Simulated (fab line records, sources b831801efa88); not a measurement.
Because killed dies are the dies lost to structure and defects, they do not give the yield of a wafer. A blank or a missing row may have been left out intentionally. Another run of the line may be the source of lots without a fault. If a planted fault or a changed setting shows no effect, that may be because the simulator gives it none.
Matching of chambers :: flow sky130 :: 4 sister chambers for SKY_VIA3_CMP_24 on cmp-01
The step polishes, stops on SiO2, t overpolish 20 s, target thk 0 nm. 14 wafers are shown with their chamber, then 7 later ones without.

WAFERS, EACH WITH ITS CHAMBER
wafer: L564.3
chamber: 0
motor_current_A (A): 12.4
time_to_endpoint_s (s): 95
overpolish_run_s (s): 19.995

wafer: L564.4
chamber: 3
motor_current_A (A): 11.3
time_to_endpoint_s (s): 92
overpolish_run_s (s): 20.008

wafer: L564.6
chamber: 0
motor_current_A (A): 12.5
time_to_endpoint_s (s): 92
overpolish_run_s (s): 19.985

wafer: L565.1
chamber: 1
motor_current_A (A): 11.7
time_to_endpoint_s (s): 96
overpolish_run_s (s): 19.990

wafer: L565.2
chamber: 3
motor_current_A (A): 10.7
time_to_endpoint_s (s): 96
overpolish_run_s (s): 19.998

wafer: L565.6
chamber: 0
motor_current_A (A): 12.0
time_to_endpoint_s (s): 96
overpolish_run_s (s): 20.007

wafer: L566.1
chamber: 2
motor_current_A (A): 10.8
time_to_endpoint_s (s): 88
overpolish_run_s (s): 19.992

wafer: L566.2
chamber: 3
motor_current_A (A): 10.8
time_to_endpoint_s (s): 93
overpolish_run_s (s): 19.996

wafer: L566.3
chamber: 0
motor_current_A (A): 12.3
time_to_endpoint_s (s): 90
overpolish_run_s (s): 20.001

wafer: L567.3
chamber: 1
motor_current_A (A): 12.9
time_to_endpoint_s (s): 96
overpolish_run_s (s): 20.008

wafer: L567.4
chamber: 3
motor_current_A (A): 11.1
time_to_endpoint_s (s): 97
overpolish_run_s (s): 20.009

wafer: L567.5
chamber: 0
motor_current_A (A): 12.5
time_to_endpoint_s (s): 94
overpolish_run_s (s): 19.989

wafer: L570.2
chamber: 0
motor_current_A (A): 12.5
time_to_endpoint_s (s): 97
overpolish_run_s (s): 20.000

wafer: L570.3
chamber: 1
motor_current_A (A): 12.2
time_to_endpoint_s (s): 94
overpolish_run_s (s): 19.974

SIGNATURES, as means of the wafers listed above
reading: motor_current_A
chamber 0: 12.367
chamber 1: 12.267
chamber 2: 10.800
chamber 3: 10.975
scatter within a chamber: 0.339

reading: time_to_endpoint_s
chamber 0: 94.00
chamber 1: 95.33
chamber 2: 88.00
chamber 3: 94.50
scatter within a chamber: 2.32

reading: overpolish_run_s
chamber 0: 19.99617
chamber 1: 19.99067
chamber 2: 19.99200
chamber 3: 20.00275
scatter within a chamber: 0.0102
Rule: for a wafer and a chamber, the distance is found by dividing, reading by reading, the gap between the wafer's reading and the chamber's mean by the reading's scatter, squaring, summing and taking the root. The wafer belongs to the nearest chamber; if the next one is less than 2 further off, it can't be placed. How the scatter is found: for the shown wafers, subtract from each reading the mean of its chamber, square and add these, divide the total by (wafers less chambers), then take the root.

WAFERS WITH NO CHAMBER GIVEN
wafer: L570.4
motor_current_A (A): 10.6
time_to_endpoint_s (s): 94
overpolish_run_s (s): 20.014

wafer: L575.1
motor_current_A (A): 9.9
time_to_endpoint_s (s): 93
overpolish_run_s (s): 19.999

wafer: L575.3
motor_current_A (A): 11.1
time_to_endpoint_s (s): 92
overpolish_run_s (s): 20.005

wafer: L575.6
motor_current_A (A): 11.9
time_to_endpoint_s (s): 94
overpolish_run_s (s): 20.002

wafer: L576.3
motor_current_A (A): 10.9
time_to_endpoint_s (s): 92
overpolish_run_s (s): 19.996

wafer: L576.5
motor_current_A (A): 11.1
time_to_endpoint_s (s): 89
overpolish_run_s (s): 20.014

wafer: L576.6
motor_current_A (A): 12.3
time_to_endpoint_s (s): 88
overpolish_run_s (s): 20.015

WHICH CHAMBER EACH ONE RAN IN
wafer: L570.4
from the rows above: can't be placed: 3 or 2
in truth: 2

wafer: L575.1
from the rows above: can't be placed: 3 or 2
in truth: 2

wafer: L575.3
from the rows above: can't be placed: 3 or 2
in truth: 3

wafer: L575.6
from the rows above: can't be placed: 0 or 1 or 3
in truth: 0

wafer: L576.3
from the rows above: can't be placed: 3 or 2
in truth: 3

wafer: L576.5
from the rows above: can't be placed: 2 or 3
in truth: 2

wafer: L576.6
from the rows above: can't be placed: 0 or 1 or 3 or 2
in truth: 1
Placed correctly: 0 of 7. Unplaceable from these rows: 7, with the true chamber sitting among the candidates in 7. Wrongly placed: 0.
